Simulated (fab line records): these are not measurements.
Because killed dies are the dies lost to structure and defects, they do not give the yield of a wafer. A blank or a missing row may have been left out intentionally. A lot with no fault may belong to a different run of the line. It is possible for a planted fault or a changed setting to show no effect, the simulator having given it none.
fab line records + flow sky130
record
- lots=12
- wafers=36
- last-day=51
route steps=708 shown POLY_CUT@317 SD_N@354 RES_XHIGH@360 LI_CONTACT@377 PAD_OPEN@708
lots with no fault: from the same line, run without faults
start-h: hours from the record's first day to the start of the lot's first wafer shown + wait-h: hours elapsed since this lot's preceding step + " repeats the value in the row above + L1.1+2: a single row standing in for several wafers + - no value, or no start was given + * or withheld: withheld + < > ~ a bound
route shown NAME@n: NAME is a module with steps in the file, n the number in the route of the first one + usual: the fault-free wafers' mean and standard deviation + same: alike in all rows + chamber/n: place in a boat + sites: per-site readings + _std_site: their standard deviation + _edge_site: the outer-site mean with the inner-site mean subtracted + radius-mm: for every site, how far away it sits from the centre of the wafer + mask NAME#n: copy n + behind: the most recent tool/chamber to have shaped the wafer + hold: the reason the lot was held/the length of the hold in hours/how it ended + device: names the non-switching transistor (n, p or np) + end of line: the route-end tests of the same wafers + step lacking rows: just its recipe + killed: count of dies lost to structure and defects at first sort (not the wafer's yield) + map: per-die view of a wafer (x killed, . not killed, _ where there is no die)
set.NAME: the run value of the setting; set.NAME@STEP: its run value at that earlier step + model.NAME: the simulator's own value behind a step, which no gauge read
steps of the route over a sample of lots; a table a step, a row a wafer
services: when a tool's chamber went out of use (start-h, in hours from the record's first day, below 0 if earlier), for how many hours, and the reason
## steps
# step SKY_POLY_CUT_ETCH_10
# recipe
- chemistry=N2/H2
- target=BARC
- ion-energy-ev=200
- source-w=500
- bias-w=100
- pressure-mtorr=30
- n2-flow-sccm=100
- h2-flow-sccm=200
- stop-on=SiO2
- time-s=45.9
- target-depth-a=600
# usual
- drypump-motor-current-A=5.8/0.43
- oes-product-au=0.854/0.0045
- throttle-valve-pct=13.226/0.0089
# same
- time-s=45.9
| lot.wafer | tool        | chamber | start-h | wait-h | drypump-motor-current-A | oes-product-au | rf-hours-counter-h | throttle-valve-pct |
|-----------|-------------|---------|---------|--------|-------------------------|----------------|--------------------|--------------------|
| L397.2    | rie-diel-01 | 3       | 577.74  | 0.0    | 5.7                     | 0.845          | 11                 | 13.229             |
| L397.3    | "           | 1       | "       | "      | 5.9                     | 0.852          | 11                 | 13.220             |
| L397.4    | "           | 0       | "       | "      | 5.7                     | 0.845          | 74                 | 13.226             |
| L398.3    | rie-diel-01 | 2       | 582.79  | 0.0    | 6.7                     | 0.857          | 2                  | 13.214             |
| L398.5    | "           | 3       | "       | "      | 5.7                     | 0.853          | -                  | 13.238             |
| L398.6    | "           | 0       | "       | "      | 5.7                     | 0.849          | -                  | 13.231             |
| L399.3    | rie-diel-02 | 1       | 596.09  | 0.0    | 5.1                     | 0.857          | 6                  | 13.217             |
| L399.4    | "           | 2       | "       | "      | 5.6                     | 0.851          | 1                  | 13.232             |
| L399.5    | "           | 2       | "       | "      | 5.6                     | 0.851          | -                  | 13.226             |
| L401.3    | rie-diel-01 | 2       | 611.73  | 0.0    | 6.7                     | 0.865          | -                  | 13.231             |
| L401.4    | "           | 3       | "       | "      | 5.7                     | 0.854          | -                  | 13.233             |
| L401.5    | "           | 2       | "       | "      | 6.7                     | 0.851          | -                  | 13.238             |
| L403.4    | rie-diel-01 | 1       | 628.51  | 0.0    | 5.9                     | 0.857          | -                  | 13.221             |
| L403.5    | "           | 0       | "       | "      | 5.7                     | 0.850          | -                  | 13.229             |
| L403.6    | "           | 3       | "       | "      | 5.7                     | 0.854          | -                  | 13.218             |
| L404.1    | rie-diel-01 | 2       | 637.67  | 0.0    | 6.7                     | 0.849          | 3                  | 13.238             |
| L404.3    | "           | 3       | "       | "      | 5.7                     | 0.853          | 13                 | 13.232             |
| L404.6    | "           | 1       | "       | "      | 5.9                     | 0.847          | -                  | 13.229             |
| L408.1    | rie-diel-03 | 2       | 672.77  | 0.0    | 5.9                     | 0.850          | 49                 | 13.216             |
| L408.4    | "           | 3       | "       | "      | 5.3                     | 0.850          | 33                 | 13.234             |
| L408.6    | "           | 2       | "       | "      | 5.9                     | 0.846          | -                  | 13.233             |
| L410.2    | rie-diel-03 | 2       | 691.82  | 0.0    | 5.9                     | 0.850          | 49                 | 13.228             |
| L410.4    | "           | 0       | "       | "      | 5.9                     | 0.855          | 10                 | 13.227             |
| L410.5    | "           | 2       | "       | "      | 5.9                     | 0.860          | -                  | 13.228             |
| L412.2    | rie-diel-03 | 1       | 699.62  | 0.0    | 6.4                     | 0.852          | 2                  | 13.237             |
| L412.3    | "           | 0       | "       | "      | 5.9                     | 0.865          | 10                 | 13.239             |
| L412.6    | "           | 1       | "       | "      | 6.4                     | 0.854          | -                  | 13.235             |
| L413.1    | rie-diel-03 | 2       | 705.74  | 0.0    | 5.9                     | 0.852          | 50                 | 13.224             |
| L413.4    | "           | 1       | "       | "      | 6.4                     | 0.857          | 2                  | 13.228             |
| L413.5    | "           | 3       | "       | "      | 5.3                     | 0.858          | -                  | 13.228             |
| L419.1    | rie-diel-02 | 3       | 754.74  | 0.0    | 5.3                     | 0.856          | 7                  | 13.231             |
| L419.3    | "           | 2       | "       | "      | 5.6                     | 0.860          | 5                  | 13.215             |
| L419.5    | "           | 3       | "       | "      | 5.3                     | 0.853          | -                  | 13.226             |
| L420.2    | rie-diel-03 | 2       | 763.57  | 0.0    | 5.9                     | 0.862          | 1                  | 13.223             |
| L420.4    | "           | 1       | "       | "      | 6.4                     | 0.852          | 4                  | 13.207             |
| L420.6    | "           | 1       | "       | "      | 6.4                     | 0.860          | -                  | 13.230             |
# step SKY_SD_N_TW_MEAS_12
# usual
- SD_N_TW=3984/30
| lot.wafer | tool          | chamber | start-h | wait-h | SD_N_TW |
|-----------|---------------|---------|---------|--------|---------|
| L397.2    | film-metro-03 | -       | 665.58  | 0.1    | 3971    |
| L397.3    | "             | -       | "       | "      | 3961    |
| L397.4    | "             | -       | "       | "      | 3945    |
| L398.3    | film-metro-04 | -       | 671.93  | 0.1    | 4000    |
| L398.5    | "             | -       | "       | "      | 3991    |
| L398.6    | "             | -       | "       | "      | 3996    |
| L399.3    | film-metro-04 | -       | 683.73  | 0.1    | 4021    |
| L399.4    | "             | -       | "       | "      | 4018    |
| L399.5    | "             | -       | "       | "      | 4034    |
| L401.3    | film-metro-04 | -       | 701.84  | 0.1    | 4021    |
| L401.4    | "             | -       | "       | "      | 4020    |
| L401.5    | "             | -       | "       | "      | 4026    |
| L403.4    | film-metro-01 | -       | 714.94  | 0.1    | 3968    |
| L403.5    | "             | -       | "       | "      | 3963    |
| L403.6    | "             | -       | "       | "      | 3973    |
| L404.1    | film-metro-04 | -       | 723.81  | 0.1    | 3997    |
| L404.3    | "             | -       | "       | "      | 4010    |
| L404.6    | "             | -       | "       | "      | 4027    |
| L408.1    | film-metro-03 | -       | 759.71  | 0.1    | 3979    |
| L408.4    | "             | -       | "       | "      | 3978    |
| L408.6    | "             | -       | "       | "      | 3961    |
| L410.2    | film-metro-04 | -       | 775.22  | 0.1    | 4015    |
| L410.4    | "             | -       | "       | "      | 4030    |
| L410.5    | "             | -       | "       | "      | 4018    |
| L412.2    | film-metro-01 | -       | 783.12  | 0.1    | 3971    |
| L412.3    | "             | -       | "       | "      | 3949    |
| L412.6    | "             | -       | "       | "      | 3992    |
| L413.1    | film-metro-04 | -       | 788.93  | 0.1    | 4000    |
| L413.4    | "             | -       | "       | "      | 3996    |
| L413.5    | "             | -       | "       | "      | 3960    |
| L419.1    | film-metro-03 | -       | 837.17  | 0.1    | 3939    |
| L419.3    | "             | -       | "       | "      | 3949    |
| L419.5    | "             | -       | "       | "      | 3969    |
| L420.2    | film-metro-03 | -       | 845.34  | 0.1    | 4050    |
| L420.4    | "             | -       | "       | "      | 4060    |
| L420.6    | "             | -       | "       | "      | 4074    |
# step SKY_SD_N_RS_MEAS_18
# recipe
- thk-meas-gauge=four-point-probe
# usual
- RES_XHIGH_RS=335.5/1.2
| lot.wafer | tool          | chamber | start-h | wait-h | RES_XHIGH_RS[ohm/sq] |
|-----------|---------------|---------|---------|--------|----------------------|
| L397.2    | film-metro-04 | -       | 666.12  | 0.1    | 337.4                |
| L397.3    | "             | -       | "       | "      | 336.5                |
| L397.4    | "             | -       | "       | "      | 335.8                |
| L398.3    | film-metro-01 | -       | 672.48  | 0.1    | 334.8                |
| L398.5    | "             | -       | "       | "      | 335.2                |
| L398.6    | "             | -       | "       | "      | 334.5                |
| L399.3    | film-metro-01 | -       | 684.28  | 0.1    | 335.9                |
| L399.4    | "             | -       | "       | "      | 335.0                |
| L399.5    | "             | -       | "       | "      | 334.5                |
| L401.3    | film-metro-03 | -       | 702.39  | 0.1    | 336.2                |
| L401.4    | "             | -       | "       | "      | 335.7                |
| L401.5    | "             | -       | "       | "      | 336.3                |
| L403.4    | film-metro-04 | -       | 715.50  | 0.1    | 335.8                |
| L403.5    | "             | -       | "       | "      | 336.4                |
| L403.6    | "             | -       | "       | "      | 335.9                |
| L404.1    | film-metro-04 | -       | 724.34  | 0.1    | 335.6                |
| L404.3    | "             | -       | "       | "      | 336.2                |
| L404.6    | "             | -       | "       | "      | 336.7                |
| L408.1    | film-metro-03 | -       | 760.28  | 0.1    | 335.8                |
| L408.4    | "             | -       | "       | "      | 335.6                |
| L408.6    | "             | -       | "       | "      | 336.8                |
| L410.2    | film-metro-04 | -       | 775.82  | 0.1    | 335.6                |
| L410.4    | "             | -       | "       | "      | 335.0                |
| L410.5    | "             | -       | "       | "      | 334.4                |
| L412.2    | film-metro-03 | -       | 783.66  | 0.1    | 335.1                |
| L412.3    | "             | -       | "       | "      | 336.6                |
| L412.6    | "             | -       | "       | "      | 335.9                |
| L413.1    | film-metro-01 | -       | 789.46  | 0.1    | 333.6                |
| L413.4    | "             | -       | "       | "      | 331.6                |
| L413.5    | "             | -       | "       | "      | 331.9                |
| L419.1    | film-metro-04 | -       | 837.70  | 0.1    | 337.0                |
| L419.3    | "             | -       | "       | "      | 337.2                |
| L419.5    | "             | -       | "       | "      | 336.0                |
| L420.2    | film-metro-01 | -       | 845.88  | 0.1    | 334.8                |
| L420.4    | "             | -       | "       | "      | 335.3                |
| L420.6    | "             | -       | "       | "      | 336.5                |
# step SKY_LI_CONTACT_ETCH_15
# recipe
- target=PSG
- chemistry=C4F8/O2/Ar
- stop-on=Si
- taper-deg=4.15
- mask-material=KrF-thick
- source-w=1500
- bias-w=1200
- pressure-mtorr=40
- c4f8-flow-sccm=withheld
- O2_flow_sccm=6
- Ar_flow_sccm=300
- time-s=withheld
- target-depth-a=6000
# usual
- oes-product-au=0.837/0.0045
| lot.wafer | tool        | chamber | start-h | wait-h | oes-product-au |
|-----------|-------------|---------|---------|--------|----------------|
| L397.2    | rie-diel-04 | 0       | 695.77  | 0.0    | 0.844          |
| L397.3    | "           | 1       | "       | "      | 0.841          |
| L397.4    | "           | 2       | "       | "      | 0.843          |
| L398.3    | rie-diel-02 | 1       | 702.12  | 0.0    | 0.843          |
| L398.5    | "           | 0       | "       | "      | 0.843          |
| L398.6    | "           | 1       | "       | "      | 0.841          |
| L399.3    | rie-diel-04 | 1       | 713.04  | 0.0    | 0.838          |
| L399.4    | "           | 0       | "       | "      | 0.844          |
| L399.5    | "           | 0       | "       | "      | 0.837          |
| L401.3    | rie-diel-02 | 2       | 731.67  | 0.0    | 0.841          |
| L401.4    | "           | 1       | "       | "      | 0.838          |
| L401.5    | "           | 3       | "       | "      | 0.833          |
| L403.4    | rie-diel-02 | 2       | 744.32  | 0.0    | 0.837          |
| L403.5    | "           | 3       | "       | "      | 0.836          |
| L403.6    | "           | 2       | "       | "      | 0.840          |
| L404.1    | rie-diel-02 | 0       | 752.89  | 0.0    | 0.840          |
| L404.3    | "           | 3       | "       | "      | 0.838          |
| L404.6    | "           | 0       | "       | "      | 0.839          |
| L408.1    | rie-diel-04 | 0       | 788.52  | 0.0    | 0.843          |
| L408.4    | "           | 3       | "       | "      | 0.840          |
| L408.6    | "           | 0       | "       | "      | 0.844          |
| L410.2    | rie-diel-03 | 1       | 803.92  | 0.0    | 0.838          |
| L410.4    | "           | 2       | "       | "      | 0.836          |
| L410.5    | "           | 0       | "       | "      | 0.838          |
| L412.2    | rie-diel-02 | 2       | 812.57  | 0.0    | 0.838          |
| L412.3    | "           | 0       | "       | "      | 0.788          |
| L412.6    | "           | 2       | "       | "      | 0.835          |
| L413.1    | rie-diel-03 | 3       | 817.37  | 0.0    | 0.841          |
| L413.4    | "           | 2       | "       | "      | 0.826          |
| L413.5    | "           | 0       | "       | "      | 0.831          |
| L419.1    | rie-diel-03 | 3       | 864.46  | 0.0    | 0.837          |
| L419.3    | "           | 2       | "       | "      | 0.837          |
| L419.5    | "           | 1       | "       | "      | 0.840          |
| L420.2    | rie-diel-03 | 3       | 872.99  | 0.0    | 0.827          |
| L420.4    | "           | 2       | "       | "      | 0.846          |
| L420.6    | "           | 2       | "       | "      | 0.838          |
# step SKY_LI_CONTACT_STRIP_16
# recipe
- chemistry=O2/N2
- power-w=1400
- pressure-mtorr=1500
- platen-temp-c=withheld
- o2-flow-sccm=3000
- n2-flow-sccm=300
- overash-fraction=0.5
# usual
- drypump-motor-current-A=5.73/0.26
- o2-flow-sccm=2999/9.8
- oes-product-au=0.377/0.0051
- strip-time-to-endpoint-s=3.51/0.032
| lot.wafer | tool            | chamber | start-h | wait-h | drypump-motor-current-A | o2-flow-sccm | oes-product-au | rf-hours-counter-h | strip-time-to-endpoint-s |
|-----------|-----------------|---------|---------|--------|-------------------------|--------------|----------------|--------------------|--------------------------|
| L397.2    | plasma-asher-01 | 0       | 695.85  | -      | 6.00                    | 3003         | 0.379          | 102                | 3.49                     |
| L397.3    | "               | 0       | "       | "      | 5.99                    | 3003         | 0.377          | -                  | 3.57                     |
| L397.4    | "               | 1       | "       | "      | 5.76                    | 3005         | 0.371          | -                  | 3.49                     |
| L398.3    | plasma-asher-02 | 0       | 702.23  | -      | 6.09                    | 2992         | 0.380          | -                  | 3.54                     |
| L398.5    | "               | 0       | "       | "      | 6.09                    | 2980         | 0.371          | -                  | 3.53                     |
| L398.6    | "               | 1       | "       | "      | 5.61                    | 2999         | 0.373          | -                  | 3.54                     |
| L399.3    | plasma-asher-03 | 0       | 713.15  | -      | 5.32                    | 3001         | 0.377          | -                  | 3.55                     |
| L399.4    | "               | 1       | "       | "      | 5.61                    | 3007         | 0.380          | -                  | 3.47                     |
| L399.5    | "               | 1       | "       | "      | 5.63                    | 3021         | 0.371          | -                  | 3.47                     |
| L401.3    | plasma-asher-02 | 0       | 731.78  | -      | 6.09                    | 3009         | 0.384          | -                  | 3.57                     |
| L401.4    | "               | 1       | "       | "      | 5.61                    | 2995         | 0.379          | -                  | 3.57                     |
| L401.5    | "               | 0       | "       | "      | 6.10                    | 3019         | 0.378          | -                  | 3.48                     |
| L403.4    | plasma-asher-02 | 0       | 744.43  | -      | 6.07                    | 2992         | 0.386          | -                  | 3.55                     |
| L403.5    | "               | 1       | "       | "      | 5.61                    | 3003         | 0.379          | -                  | 3.50                     |
| L403.6    | "               | 0       | "       | "      | 6.07                    | 2998         | 0.373          | -                  | 3.58                     |
| L404.1    | plasma-asher-02 | 0       | 752.97  | -      | 6.07                    | 3003         | 0.378          | 93                 | 3.49                     |
| L404.3    | "               | 1       | "       | "      | 5.61                    | 3004         | 0.375          | -                  | 3.46                     |
| L404.6    | "               | 0       | "       | "      | 6.08                    | 3005         | 0.370          | -                  | 3.46                     |
| L408.1    | plasma-asher-02 | 0       | 788.60  | -      | 6.08                    | 2982         | 0.372          | 96                 | 3.54                     |
| L408.4    | "               | 1       | "       | "      | 5.61                    | 2997         | 0.374          | -                  | 3.52                     |
| L408.6    | "               | 0       | "       | "      | 6.05                    | 2992         | 0.374          | -                  | 3.52                     |
| L410.2    | plasma-asher-02 | 0       | 804.00  | -      | 6.05                    | 3005         | 0.376          | 98                 | 3.51                     |
| L410.4    | "               | 1       | "       | "      | 5.61                    | 2993         | 0.372          | -                  | 3.52                     |
| L410.5    | "               | 0       | "       | "      | 6.06                    | 2993         | 0.379          | -                  | 3.55                     |
| L412.2    | plasma-asher-01 | 1       | 812.65  | -      | 5.78                    | 2994         | 0.384          | 6                  | 3.54                     |
| L412.3    | "               | 0       | "       | "      | 5.99                    | 3002         | 0.393          | -                  | 4.07                     |
| L412.6    | "               | 0       | "       | "      | 5.99                    | 2989         | 0.374          | -                  | 3.56                     |
| L413.1    | plasma-asher-02 | 0       | 817.45  | -      | 6.06                    | 3004         | 0.377          | 100                | 3.50                     |
| L413.4    | "               | 1       | "       | "      | 5.61                    | 3009         | 0.383          | -                  | 3.49                     |
| L413.5    | "               | 0       | "       | "      | 6.10                    | 2995         | 0.368          | -                  | 3.53                     |
| L419.1    | plasma-asher-03 | 1       | 864.54  | -      | 5.59                    | 3000         | 0.385          | 72                 | 3.46                     |
| L419.3    | "               | 1       | "       | "      | 5.62                    | 2997         | 0.369          | -                  | 3.54                     |
| L419.5    | "               | 0       | "       | "      | 5.30                    | 2986         | 0.384          | -                  | 3.52                     |
| L420.2    | plasma-asher-01 | 1       | 873.07  | -      | 5.80                    | 2991         | 0.369          | 12                 | 3.45                     |
| L420.4    | "               | 0       | "       | "      | 5.98                    | 3012         | 0.374          | -                  | 3.48                     |
| L420.6    | "               | 0       | "       | "      | 6.00                    | 2997         | 0.380          | -                  | 3.50                     |
# step SKY_PAD_OPEN_PROBE_99
# usual
- killed_at_M0_to_M3=43/7.3
- killed_at_M4_up=3.2/1.9
- killed-at-contacts=24/5.5
- killed-at-front-end=15/4.7
- killed-at-other=0.5/0.75
- killed-dies=85/9.5
- killed-on-rim=17/3.8
- killed-open=46/7
- killed-short=38/7.4
# same
- gross-dies=492
- killed-at-back-side=0
| lot.wafer | tool      | chamber | start-h | wait-h | killed_at_M0_to_M3 | killed_at_M4_up | killed-at-contacts | killed-at-front-end | killed-at-other | killed-dies | killed-on-rim | killed-open | killed-short |
|-----------|-----------|---------|---------|--------|--------------------|-----------------|--------------------|---------------------|-----------------|-------------|---------------|-------------|--------------|
| L401.3    | prober-01 | -       | 1127.88 | 0.2    | 42                 | 6               | 20                 | 7                   | 0               | 75          | 17            | 37          | 38           |
| L401.4    | prober-01 | -       | 1127.93 | 0.2    | 38                 | 1               | 25                 | 13                  | 2               | 79          | 15            | 38          | 41           |
| L401.5    | prober-01 | -       | 1127.98 | 0.2    | 38                 | 5               | 18                 | 15                  | 0               | 76          | 10            | 38          | 38           |
| L403.4    | prober-01 | -       | 1133.50 | 0.2    | 44                 | 1               | 27                 | 17                  | 0               | 89          | 15            | 61          | 24           |
| L403.5    | prober-01 | -       | 1133.55 | 0.2    | 41                 | 2               | 27                 | 13                  | 0               | 83          | 18            | 52          | 31           |
| L403.6    | prober-01 | -       | 1133.60 | 0.2    | 48                 | 1               | 22                 | 17                  | 0               | 88          | 13            | 50          | 38           |
| L404.1    | prober-02 | -       | 1140.98 | 0.1    | 39                 | 4               | 17                 | 7                   | 0               | 67          | 11            | 36          | 31           |
| L404.3    | prober-02 | -       | 1141.08 | 0.2    | 42                 | 3               | 22                 | 14                  | 0               | 81          | 18            | 46          | 35           |
| L404.6    | prober-02 | -       | 1141.23 | 0.2    | 35                 | 1               | 15                 | 13                  | 0               | 64          | 10            | 42          | 22           |
| L408.1    | prober-02 | -       | 1163.84 | 0.1    | 40                 | 3               | 35                 | 12                  | 0               | 90          | 19            | 49          | 41           |
| L408.4    | prober-02 | -       | 1163.99 | 0.2    | 45                 | 3               | 37                 | 11                  | 1               | 97          | 12            | 51          | 46           |
| L408.6    | prober-02 | -       | 1164.09 | 0.2    | 50                 | 5               | 24                 | 14                  | 1               | 94          | 18            | 55          | 38           |
| L410.2    | prober-02 | -       | 1175.53 | 0.1    | 48                 | 7               | 22                 | 10                  | 0               | 87          | 14            | 49          | 38           |
| L410.4    | prober-02 | -       | 1175.63 | 0.2    | 42                 | 5               | 23                 | 19                  | 0               | 89          | 20            | 45          | 44           |
| L410.5    | prober-02 | -       | 1175.68 | 0.2    | 56                 | 3               | 23                 | 18                  | 0               | 100         | 24            | 56          | 44           |
| L412.2    | prober-02 | -       | 1180.82 | 0.1    | 29                 | 3               | 14                 | 17                  | 0               | 63          | 15            | 40          | 23           |
| L412.3    | prober-02 | -       | 1180.87 | 0.2    | 35                 | 4               | 430                | 22                  | 1               | 492         | 96            | 52          | 31           |
| L412.6    | prober-02 | -       | 1181.02 | 0.2    | 42                 | 1               | 33                 | 14                  | 0               | 90          | 19            | 48          | 41           |
| L413.1    | prober-01 | -       | 1183.19 | 0.1    | 44                 | 4               | 35                 | 14                  | 1               | 98          | 22            | 49          | 49           |
| L413.4    | prober-01 | -       | 1183.34 | 0.2    | 36                 | 5               | 19                 | 12                  | 1               | 73          | 14            | 38          | 33           |
| L413.5    | prober-01 | -       | 1183.39 | 0.2    | 46                 | 5               | 23                 | 21                  | 0               | 95          | 17            | 44          | 49           |
# killed by level:class
L401.3 VIA1:geometric-particle:open=8 LI_CONTACT:geometric-particle:open=7 CONTACT:geometric-particle:open=6 VIA3:geometric-particle:open=6 VIA3:geometric-particle:short=6 METAL2:geometric-particle:short=4 VIA1:geometric-particle:short=4 VIA2:geometric-particle:open=4
L401.4 CONTACT:geometric-particle:open=10 METAL1:geometric-particle:short=7 VIA1:geometric-particle:open=7 LOCAL_INTERCONNECT:geometric-particle:short=5 METAL2:geometric-particle:short=4 CONTACT:geometric-particle:short=4 VIA3:geometric-particle:open=4 VIA3:geometric-particle:short=4
L401.5 VIA1:geometric-particle:open=8 CONTACT:geometric-particle:open=7 VIA1:geometric-particle:short=6 CONTACT:geometric-particle:short=5 VIA2:geometric-particle:open=5 METAL4:geometric-particle:short=5 POLY_GATE:geometric-particle:open=4 METAL1:geometric-particle:short=4
L403.4 VIA1:geometric-particle:open=19 CONTACT:geometric-particle:open=15 METAL1:geometric-particle:short=8 LI_CONTACT:geometric-particle:open=5 FIELD_ISO:geometric-particle:open=4 VIA3:geometric-particle:open=4 CONTACT:geometric-particle:short=4 SPACER:geometric-particle:open=3
L403.5 LI_CONTACT:geometric-particle:open=12 VIA1:geometric-particle:open=12 VIA2:geometric-particle:open=7 LOCAL_INTERCONNECT:geometric-particle:short=6 VIA1:geometric-particle:short=6 VIA3:geometric-particle:open=6 FIELD_ISO:geometric-particle:short=4 FIELD_ISO:geometric-particle:open=4
L403.6 METAL1:geometric-particle:short=11 VIA1:geometric-particle:open=10 FIELD_ISO:geometric-particle:open=9 LI_CONTACT:geometric-particle:open=8 CONTACT:geometric-particle:open=7 VIA1:geometric-particle:short=7 VIA2:geometric-particle:open=6 VIA3:geometric-particle:short=4
L404.1 VIA1:geometric-particle:open=9 METAL2:geometric-particle:short=8 CONTACT:geometric-particle:open=7 LI_CONTACT:geometric-particle:open=5 VIA3:geometric-particle:open=5 VIA2:geometric-particle:open=4 POLY_GATE:geometric-particle:short=3 LOCAL_INTERCONNECT:geometric-particle:short=3
L404.3 VIA1:geometric-particle:open=10 CONTACT:geometric-particle:open=9 VIA3:geometric-particle:open=7 FIELD_ISO:geometric-particle:open=6 METAL1:geometric-particle:short=6 LI_CONTACT:geometric-particle:open=5 LOCAL_INTERCONNECT:geometric-particle:short=5 METAL2:geometric-particle:short=5
L404.6 VIA1:geometric-particle:open=11 VIA3:geometric-particle:open=9 FIELD_ISO:geometric-particle:short=5 CONTACT:geometric-particle:open=5 VIA2:geometric-particle:open=5 LI_CONTACT:geometric-particle:open=5 METAL1:geometric-particle:short=4 FIELD_ISO:geometric-particle:open=3
L408.1 CONTACT:geometric-particle:open=13 VIA2:geometric-particle:open=7 VIA1:geometric-particle:open=7 LI_CONTACT:geometric-particle:open=6 METAL1:geometric-particle:short=6 CONTACT:geometric-particle:short=6 METAL3:geometric-particle:short=5 LOCAL_INTERCONNECT:geometric-particle:short=4
L408.4 CONTACT:geometric-particle:open=14 CONTACT:geometric-particle:short=8 METAL2:geometric-particle:short=8 VIA1:geometric-particle:open=7 METAL1:geometric-particle:short=7 VIA3:geometric-particle:open=7 LI_CONTACT:geometric-particle:open=6 FIELD_ISO:geometric-particle:short=5
L408.6 CONTACT:geometric-particle:open=12 VIA1:geometric-particle:open=12 VIA2:geometric-particle:open=7 VIA3:geometric-particle:open=7 METAL1:geometric-particle:short=6 LOCAL_INTERCONNECT:geometric-particle:short=5 VIA1:geometric-particle:short=5 LI_CONTACT:geometric-particle:open=4
L410.2 CONTACT:geometric-particle:open=9 METAL2:geometric-particle:short=8 VIA2:geometric-particle:open=8 VIA3:geometric-particle:open=8 LI_CONTACT:geometric-particle:open=6 METAL4:geometric-particle:short=6 VIA1:geometric-particle:open=5 VIA2:geometric-particle:short=4
L410.4 CONTACT:geometric-particle:open=9 VIA1:geometric-particle:open=8 METAL1:geometric-particle:short=7 VIA3:geometric-particle:open=6 FIELD_ISO:geometric-particle:short=5 FIELD_ISO:geometric-particle:open=5 VIA1:geometric-particle:short=5 CONTACT:geometric-particle:short=5
L410.5 CONTACT:geometric-particle:open=10 VIA1:geometric-particle:open=10 VIA3:geometric-particle:open=10 METAL1:geometric-particle:short=7 METAL2:geometric-particle:short=7 LI_CONTACT:geometric-particle:short=6 VIA2:geometric-particle:open=6 POLY_GATE:geometric-particle:open=5
L412.2 VIA3:geometric-particle:open=11 POLY_GATE:geometric-particle:open=7 VIA1:geometric-particle:open=5 VIA2:geometric-particle:open=5 FIELD_ISO:geometric-particle:open=4 LOCAL_INTERCONNECT:geometric-particle:short=4 CONTACT:geometric-particle:open=4 METAL1:geometric-particle:short=4
L412.3 LI_CONTACT:area-etch=409 CONTACT:geometric-particle:open=12 VIA3:geometric-particle:open=9 FIELD_ISO:geometric-particle:open=6 POLY_GATE:geometric-particle:open=6 FIELD_ISO:geometric-particle:short=4 LI_CONTACT:geometric-particle:open=4 VIA1:geometric-particle:short=4
L412.6 CONTACT:geometric-particle:open=10 VIA1:geometric-particle:open=9 LI_CONTACT:geometric-particle:open=8 CONTACT:geometric-particle:short=7 METAL2:geometric-particle:short=6 VIA2:geometric-particle:open=6 FIELD_ISO:geometric-particle:short=5 VIA3:geometric-particle:short=5
L413.1 VIA1:geometric-particle:open=11 CONTACT:geometric-particle:open=9 LOCAL_INTERCONNECT:geometric-particle:short=8 LI_CONTACT:geometric-particle:open=7 VIA1:geometric-particle:short=7 VIA2:geometric-particle:open=6 LI_CONTACT:geometric-particle:short=5 METAL1:geometric-particle:short=5
L413.4 CONTACT:geometric-particle:open=11 VIA1:geometric-particle:open=10 VIA1:geometric-particle:short=7 METAL2:geometric-particle:short=6 FIELD_ISO:geometric-particle:short=5 POLY_GATE:geometric-particle:short=4 LI_CONTACT:geometric-particle:open=4 VIA2:geometric-particle:open=4
L413.5 VIA1:geometric-particle:open=12 CONTACT:geometric-particle:open=8 VIA2:geometric-particle:open=7 METAL2:geometric-particle:short=6 POLY_GATE:geometric-particle:short=5 LOCAL_INTERCONNECT:geometric-particle:short=5 CONTACT:geometric-particle:short=5 METAL1:geometric-particle:short=5
## services
| tool            | chamber | start-h | hours | kind   |
|-----------------|---------|---------|-------|--------|
| rie-diel-04     | -       | 556.52  | 0.6   | repair |
| plasma-asher-02 | -       | 560.83  | 20.5  | repair |
| rie-diel-02     | 1       | 607.04  | 1.5   | repair |
| rie-diel-01     | 1       | 610.47  | 16.4  | repair |
| rie-diel-01     | 2       | 621.78  | 13.1  | repair |
| rie-diel-04     | 0       | 622.81  | 6.1   | repair |
| rie-diel-02     | 3       | 633.27  | 2.1   | repair |
| rie-diel-01     | 0       | 642.46  | 20.5  | repair |
| rie-diel-04     | 2       | 657.82  | 14.9  | repair |
| plasma-asher-02 | -       | 669.32  | 1.7   | repair |
| rie-diel-02     | -       | 677.13  | 1.3   | repair |
| rie-diel-01     | 1       | 695.43  | 18.0  | repair |
| rie-diel-04     | 1       | 701.55  | 11.0  | repair |
| plasma-asher-01 | -       | 716.47  | 2.8   | pm     |
| rie-diel-01     | 2       | 724.37  | 16.2  | repair |
| plasma-asher-01 | -       | 733.67  | 12.8  | repair |
| plasma-asher-01 | -       | 746.46  | 9.0   | pm     |
| rie-diel-03     | 0       | 747.85  | 9.0   | repair |
| rie-diel-02     | -       | 767.16  | 0.4   | repair |
| rie-diel-01     | -       | 776.49  | 0.3   | repair |
| rie-diel-01     | 1       | 789.37  | 16.4  | repair |
| plasma-asher-02 | -       | 806.72  | 0.6   | repair |
| rie-diel-02     | 1       | 819.67  | 20.3  | repair |
| rie-diel-04     | 2       | 852.69  | 8.6   | repair |
## key
first-sign
- step=SKY_LI_CONTACT_ETCH_15
- reading=oes-product-au
- direction=down
- sigmas=11
- usual=0.837
- struck=0.788
effect
- step=SKY_LI_CONTACT_STRIP_16
- reading=strip-time-to-endpoint-s
- direction=up
- sigmas=17
- usual=*
- struck=*
effect
- step=SKY_PAD_OPEN_PROBE_99
- reading=killed-at-contacts
- direction=up
- sigmas=74
- usual=24
- struck=430
more-kills-born-at
- SKY_LI_CONTACT_ETCH_15@rie-diel-02=409
met-at SKY_LI_CONTACT_ETCH_15
struck-lots L412
struck-wafers L412.3
later-rows-left-out L412.3
tester-left-out L412
not-acting-at SKY_POLY_CUT_ETCH_10,SKY_SD_N_TW_MEAS_12,SKY_SD_N_RS_MEAS_18
onset-between 752.89 812.57
fault
- kind=process-parameter-drift
- tool=rie-diel-02
- chamber=0
- onset-h=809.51
- steps=SKY_LI_CONTACT_ETCH_15
- channel=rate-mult
- offset=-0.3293
- shape=step
- end-h=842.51
# tester-left-out: of these lots the tester's yield and bins aren't shown, on N5 and GAA mostly nor the transistor test; their killed dies are dies lost to structure and defects alone, not to doping, threshold or leakage, so they don't give the yield
# later-rows-left-out: the simulator's readings of these wafers behind a module that went badly wrong aren't trusted and aren't shown, but for the sort
